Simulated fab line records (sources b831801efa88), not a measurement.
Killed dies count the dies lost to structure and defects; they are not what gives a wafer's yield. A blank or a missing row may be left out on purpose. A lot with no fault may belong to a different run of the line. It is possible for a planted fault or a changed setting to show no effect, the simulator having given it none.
What tool caused it? + flow gf180mcu + 11 lots with 33 wafers sampled at 2 steps, on a route of 602 steps

## WHAT EACH GAUGE READ, for each wafer
GF_M1_THK_MEAS_06: measures by xrf.
| lot  | measured     | on            | M1_ALCU_THK (nm) |
|------|--------------|---------------|------------------|
| L863 | day 16 02:16 | film_metro-04 | 460 458 457      |
| L864 | day 16 12:41 | film_metro-04 | 454 451 448      |
| L869 | day 18 16:17 | film_metro-04 | 456 457 457      |
| L870 | day 19 17:24 | film_metro-04 | 466 471 472      |
| L878 | day 21 23:24 | film_metro-02 | 469 467 471      |
| L879 | day 22 12:02 | film_metro-01 | 462 459 457      |
| L881 | day 22 18:46 | film_metro-04 | 451 454 452      |
| L882 | day 23 04:13 | film_metro-01 | 456 450 454      |
| L883 | day 23 12:17 | film_metro-01 | 458 455 454      |
| L884 | day 23 20:00 | film_metro-01 | 459 461 466      |
| L885 | day 24 07:19 | film_metro-04 | 456 453 463      |

## EACH LOT AND THE TOOL THAT RAN IT (in order: tool; ch and the chambers of the sampled wafers; start)
| lot  | GF_M1_SPUTTER_02             |
|------|------------------------------|
| L863 | pvd_sputter-04, day 16 02:02 |
| L864 | pvd_sputter-01, day 16 12:28 |
| L869 | pvd_sputter-04, day 18 16:03 |
| L870 | pvd_sputter-02, day 19 17:11 |
| L878 | pvd_sputter-02, day 21 23:11 |
| L879 | pvd_sputter-04, day 22 11:49 |
| L881 | pvd_sputter-04, day 22 18:32 |
| L882 | pvd_sputter-01, day 23 04:00 |
| L883 | pvd_sputter-04, day 23 12:05 |
| L884 | pvd_sputter-01, day 23 19:47 |
| L885 | pvd_sputter-04, day 24 07:05 |
- GF_M1_SPUTTER_02: material AlCu, target thk 450 nm, time 23.9 s.

## THE ANSWER, worked out from the rows above alone
Rule: what is usual is taken from the lots themselves. Put in order of their means at a reading, lots are off if they are a third of the lots or fewer, leave a main group of 4 or more, and stand apart from it by a gap of 3 or more times the standard deviation of the main group's means; of several such gaps the widest counts. A main group is skipped when, at the precision printed for the reading in the tables above, its means are all equal. Also off: a lot with no number at a reading for which 4 or more lots have one. Any other lot the step has rows for is counted as sound.
Across all readings shown, no lot is off: no conclusion can be drawn from this.

## WHAT THE SIMULATOR PUT IN
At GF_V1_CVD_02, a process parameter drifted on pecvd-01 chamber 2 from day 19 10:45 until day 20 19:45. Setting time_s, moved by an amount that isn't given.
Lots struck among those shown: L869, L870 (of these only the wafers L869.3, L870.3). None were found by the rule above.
